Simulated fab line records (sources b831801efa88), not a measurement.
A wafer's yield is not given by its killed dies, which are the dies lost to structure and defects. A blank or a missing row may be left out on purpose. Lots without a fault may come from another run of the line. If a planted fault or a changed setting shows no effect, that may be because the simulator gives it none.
Which tool did it? / flow sky130 / route of 708 steps, sampled at 1 step: 11 lots, 33 wafers

## WHAT THE GAUGES READ, wafer by wafer
SKY_VIA3_THK_MEAS_23: measures by xrf.
lot=L664; measured=day 39 09:46; on=film metro-03; VIA3_W_THK (nm)=387 391 392
lot=L665; measured=day 39 23:23; on=film metro-02; VIA3_W_THK (nm)=381 384 378
lot=L668; measured=day 41 02:52; on=film metro-02; VIA3_W_THK (nm)=378 398 385
lot=L672; measured=day 42 05:56; on=film metro-03; VIA3_W_THK (nm)=380 403 381
lot=L676; measured=day 43 06:08; on=film metro-03; VIA3_W_THK (nm)=398 397 372
lot=L680; measured=day 44 03:14; on=film metro-03; VIA3_W_THK (nm)=375 382 378
lot=L677; measured=day 44 08:02; on=film metro-03; VIA3_W_THK (nm)=401 380 394
lot=L681; measured=day 44 11:06; on=film metro-04; VIA3_W_THK (nm)=376 376 377
lot=L685; measured=day 45 09:31; on=film metro-02; VIA3_W_THK (nm)=384 393 381
lot=L686; measured=day 45 16:35; on=film metro-02; VIA3_W_THK (nm)=403 402 385
lot=L687; measured=day 45 21:07; on=film metro-02; VIA3_W_THK (nm)=404 401 382

## WHAT TOOL EACH LOT RAN ON (gives the tool, then ch and the chambers of the sampled wafers, and finally the start)
Record: no process step prior to these readings.

## THE ANSWER, worked out from the rows above alone
Rule: the usual values come from the lots themselves. The widest of any qualifying gaps counts: lots, ordered by their means at a reading, are off when they make up no more than a third of the lots, leave a main group of 4 or more, and stand apart from it by 3 or more times the standard deviation of that group's means. If all means in a main group match to the digits the tables above print for the reading, that group is not used. A lot without any number at a reading at which 4 lots or more have one is off too. Any other lot the step has rows for is counted as sound.
Across all readings shown, no lot is off: no conclusion can be drawn from this.

## WHAT HAD BEEN PUT IN BY THE SIMULATOR
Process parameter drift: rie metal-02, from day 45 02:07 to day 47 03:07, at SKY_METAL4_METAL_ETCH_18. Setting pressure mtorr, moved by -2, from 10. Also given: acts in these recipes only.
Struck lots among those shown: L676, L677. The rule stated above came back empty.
